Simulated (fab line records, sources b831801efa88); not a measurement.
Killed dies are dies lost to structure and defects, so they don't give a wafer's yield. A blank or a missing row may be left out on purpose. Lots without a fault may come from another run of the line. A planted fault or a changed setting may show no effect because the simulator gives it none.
Which tool did it? | flow gf180mcu | 12 lots, 34 wafers sampled, at 2 steps of a route of 602

WHAT THE GAUGES READ, wafer by wafer
GF_SALICIDE_THK_MEAS_05: measures by xrf. Usual: SALICIDE_TIN_THK 19.72 nm, standard deviation 0.25.
lot  | measured     | on            | SALICIDE_TIN_THK (nm) | flag
L890 | day 15 13:26 | film_metro-01 | 18.87 19.20 19.29     |
L891 | day 15 16:16 | film_metro-01 | 19.69 19.99 19.94     |
L892 | day 16 10:58 | film_metro-03 | 20.08 19.43 19.76     |
L894 | day 17 07:44 | film_metro-01 | 19.39 19.22 19.41     |
L895 | day 18 14:11 | film_metro-04 | 20.14 19.76 19.97     |
L898 | day 19 07:10 | film_metro-03 | 19.51 19.43 19.49     |
L899 | day 19 07:53 | film_metro-01 | 19.82 20.01 20.14     |
L900 | day 19 22:55 | film_metro-01 | 19.69 19.90 19.53     |
L901 | day 20 03:45 | film_metro-01 | 19.63 19.91 19.63     |
L902 | day 20 06:36 | film_metro-04 | 19.81 19.86 19.83     |
L910 | day 22 18:21 | film_metro-03 | 21.73 19.83           | OFF
L911 | day 22 22:40 | film_metro-04 | 19.97 21.91           | OFF

WHICH TOOL RAN EACH LOT (tool, then ch and the chambers of the sampled wafers, then the start)
lot  | GF_SALICIDE_SPUTTER_03
L890 | pvd_sputter-03, day 15 13:17
L891 | pvd_sputter-02, day 15 16:07
L892 | pvd_sputter-02, day 16 10:49
L894 | pvd_sputter-03, day 17 07:35
L895 | pvd_sputter-03, day 18 14:02
L898 | pvd_sputter-03, day 19 07:01
L899 | pvd_sputter-02, day 19 07:43
L900 | pvd_sputter-03, day 19 22:46
L901 | pvd_sputter-02, day 20 03:35
L902 | pvd_sputter-04, day 20 06:26
L910 | pvd_sputter-03, day 22 18:10
L911 | pvd_sputter-03, day 22 22:31
- GF_SALICIDE_SPUTTER_03: material TiN, target thk 20 nm, time 16.7 s.

WHAT THE TOOLS THEMSELVES READ (means of the sampled wafers that have a number; where no wafer has one, the mark that the record gives instead)
GF_SALICIDE_SPUTTER_03. Usual: cathode_dc_power_W 6499.9 W, standard deviation 1.3; chamber_pressure_pa 0.4001 Pa, standard deviation 0.00086; throttle_valve_pct 30.4 %, standard deviation 0.98.
lot  | tool           | cathode_dc_power_W (W) | chamber_pressure_pa (Pa) | throttle_valve_pct (%) | flag
L890 | pvd_sputter-03 | 6500.3                 | 0.4003                   | 30.7                   |
L891 | pvd_sputter-02 | 6500.2                 | 0.3995                   | 31.3                   |
L892 | pvd_sputter-02 | 6499.9                 | 0.3993                   | 31.1                   |
L894 | pvd_sputter-03 | 6499.5                 | 0.3998                   | 30.4                   |
L895 | pvd_sputter-03 | 6500.6                 | 0.4004                   | 30.5                   |
L898 | pvd_sputter-03 | 6499.5                 | 0.4004                   | 30.4                   |
L899 | pvd_sputter-02 | 6498.8                 | 0.4001                   | 30.9                   |
L900 | pvd_sputter-03 | 6498.5                 | 0.4008                   | 30.5                   |
L901 | pvd_sputter-02 | 6500.9                 | 0.4006                   | 31.3                   |
L902 | pvd_sputter-04 | 6500.2                 | 0.4002                   | 30.1                   |
L910 | pvd_sputter-03 | 6500.2                 | 0.3990                   | 30.4                   |
L911 | pvd_sputter-03 | 6500.0                 | 0.4007                   | 30.2                   |

THE ANSWER, worked out from the rows above alone
Rule: a lot is off if the mean of its wafers that have a number lies more than 3 standard deviations from the usual mean. A lot without any number at a reading at which 4 lots or more have one is off too. The other lots that the step has rows for count as sound. The gauges are gone through in route order, then the tools' own readings, and for those a lot's mean is taken as printed above. The first step at which some lot is off is used, and at that step the reading that is off furthest; a lot without a number counts as furthest.
Off: L910, L911, at GF_SALICIDE_THK_MEAS_05 (SALICIDE_TIN_THK).
A tool fits if, at a process step before that reading, it ran every lot that is off, and no sound lot after the first of them. The gauges at GF_SALICIDE_THK_MEAS_05 are tried like those tools. One fits: pvd_sputter-03 at GF_SALICIDE_SPUTTER_03. Its last sound lot is L900 (day 19 22:46), its first lot that is off L910 (day 22 18:10): a fault that began between those two fits.

WHAT THE SIMULATOR HAD PUT IN
Process parameter drift: pvd_sputter-03, from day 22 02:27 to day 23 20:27, at GF_SALICIDE_SPUTTER_03. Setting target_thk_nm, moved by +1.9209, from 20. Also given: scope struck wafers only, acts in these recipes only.
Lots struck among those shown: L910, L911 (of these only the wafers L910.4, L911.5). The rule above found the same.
